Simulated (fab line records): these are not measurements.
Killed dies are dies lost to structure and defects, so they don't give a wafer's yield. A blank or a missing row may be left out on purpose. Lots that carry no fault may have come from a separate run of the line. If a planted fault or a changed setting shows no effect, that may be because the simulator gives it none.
Chamber matching :: flow sky130 :: SKY_VIA3_ETCH_14 on rieDiel-04: 4 sister chambers
The step etches BARC in N2/H2, stops on SiO2, time 45.9 s, target depth 60 nm. 7 wafers are shown with their chamber, then 7 later ones without.

## WAFERS PAIRED WITH THEIR CHAMBERS
wafer: L079.1
chamber: 0
biasW (W): 99.7
oesProductAu (a.u.): 0.851

wafer: L081.5
chamber: 3
biasW (W): 100.2
oesProductAu (a.u.): 0.848

wafer: L085.2
chamber: 1
biasW (W): 99.9
oesProductAu (a.u.): 0.855

wafer: L085.3
chamber: 3
biasW (W): 100.0
oesProductAu (a.u.): 0.862

wafer: L085.5
chamber: 1
biasW (W): 99.9
oesProductAu (a.u.): 0.857

wafer: L087.3
chamber: 2
biasW (W): 99.6
oesProductAu (a.u.): 0.848

wafer: L087.5
chamber: 0
biasW (W): 99.8
oesProductAu (a.u.): 0.858

## WAFERS MISSING THEIR CHAMBER
wafer: L087.6
biasW (W): 99.1
oesProductAu (a.u.): 0.859

wafer: L088.2
biasW (W): 100.6
oesProductAu (a.u.): 0.853

wafer: L088.4
biasW (W): 100.5
oesProductAu (a.u.): 0.853

wafer: L088.5
biasW (W): 99.8
oesProductAu (a.u.): 0.854

wafer: L095.2
biasW (W): 100.2
oesProductAu (a.u.): 0.857

wafer: L095.5
biasW (W): 99.3
oesProductAu (a.u.): 0.848

wafer: L095.6
biasW (W): 100.5
oesProductAu (a.u.): 0.856

## EACH ONE'S CHAMBER
wafer: L087.6
from the rows above: can't be placed: 2 or 0
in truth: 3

wafer: L088.2
from the rows above: 3
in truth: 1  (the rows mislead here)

wafer: L088.4
from the rows above: 3
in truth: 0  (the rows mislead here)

wafer: L088.5
from the rows above: can't be placed: 0 or 1 or 2
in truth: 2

wafer: L095.2
from the rows above: 3
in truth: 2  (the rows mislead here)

wafer: L095.5
from the rows above: can't be placed: 2 or 0
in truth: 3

wafer: L095.6
from the rows above: 3
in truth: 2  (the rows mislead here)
0 of 7 placed correctly. Not placeable from these rows: 3 (in 1, the candidates include the true chamber). Wrongly placed: 4.
How it was worked out, from the rows above alone: a wafer's distance from a chamber is the root of the sum, over the readings, of the square of ((its reading less the chamber's mean) divided by the reading's scatter). If the next closest chamber is less than 2 further off than the closest, the wafer can't be placed; otherwise it belongs to the closest. The mean given for a chamber averages the wafers shown for that chamber. The scatter: take each reading less its chamber's mean, square it, sum over the shown wafers, divide by the number of wafers less the number of chambers, and take the root.
